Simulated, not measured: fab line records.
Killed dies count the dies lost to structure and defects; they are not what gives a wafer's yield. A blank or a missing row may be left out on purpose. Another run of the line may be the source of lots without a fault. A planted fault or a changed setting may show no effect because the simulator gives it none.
Chamber matching -- flow sky130 -- SKY_LI_CONTACT_ETCH_14 on rie diel-02: 4 sister chambers
The step etches BARC in N2/H2, stops on SiO2, time 45.9 s, target depth 60 nm. 18 wafers are shown with their chamber, then 9 later ones without.

== WAFERS WITH THEIR CHAMBER ==
wafer,chamber,drypump motor current A (A),throttle valve pct (%),oes product au (a.u.)
L637.1,2,6.4,13.231,0.856
L637.3,0,5.2,13.238,0.854
L637.4,3,5.7,13.238,0.858
L638.1,1,5.7,13.238,0.864
L638.2,3,5.7,13.234,0.856
L638.5,1,5.7,13.231,0.855
L639.1,0,5.2,13.225,0.848
L639.2,1,5.8,13.212,0.859
L639.3,3,5.7,13.219,0.855
L646.2,2,6.5,13.221,0.858
L646.3,0,5.2,13.229,0.862
L646.6,1,5.8,13.235,0.852
L647.3,1,5.8,13.232,0.851
L647.4,2,6.5,13.213,0.855
L647.6,0,5.2,13.228,0.858
L649.4,0,5.2,13.243,0.856
L649.5,1,5.8,13.224,0.854
L649.6,0,5.2,13.224,0.864

SIGNATURES (averages over the wafers above)
reading,chamber 0,chamber 1,chamber 2,chamber 3,scatter within a chamber
drypump motor current A,5.200,5.767,6.467,5.700,0.0378
throttle valve pct,13.23117,13.22867,13.22167,13.23033,0.00885
oes product au,0.85700,0.85583,0.85633,0.85633,0.00458
Rule: a wafer lies at a distance from a chamber equal to the root of the sum of squares, over the readings, of (its reading less the chamber's mean, divided by the reading's scatter). If the next closest chamber is less than 2 further off than the closest, the wafer can't be placed; otherwise it belongs to the closest. How the scatter is found: for the shown wafers, subtract from each reading the mean of its chamber, square and add these, divide the total by (wafers less chambers), then take the root.

== WAFERS WITHOUT THEIR CHAMBER ==
wafer,drypump motor current A (A),throttle valve pct (%),oes product au (a.u.)
L653.1,6.4,13.226,0.848
L653.3,5.7,13.230,0.847
L653.4,5.8,13.218,0.846
L655.2,6.5,13.240,0.866
L655.4,5.7,13.227,0.857
L655.5,5.7,13.242,0.859
L656.1,5.8,13.218,0.860
L656.3,5.2,13.230,0.852
L656.5,5.8,13.218,0.852

== EACH ONE'S CHAMBER ==
wafer,from the rows above,in truth
L653.1,2,2
L653.3,can't be placed: 3 or 1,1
L653.4,can't be placed: 1 or 3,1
L655.2,2,2
L655.4,can't be placed: 3 or 1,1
L655.5,can't be placed: 3 or 1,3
L656.1,can't be placed: 1 or 3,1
L656.3,0,0
L656.5,can't be placed: 1 or 3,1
3 of 9 placed correctly. Not placeable from these rows: 6 (in 6, the candidates include the true chamber). Placed wrongly: 0.
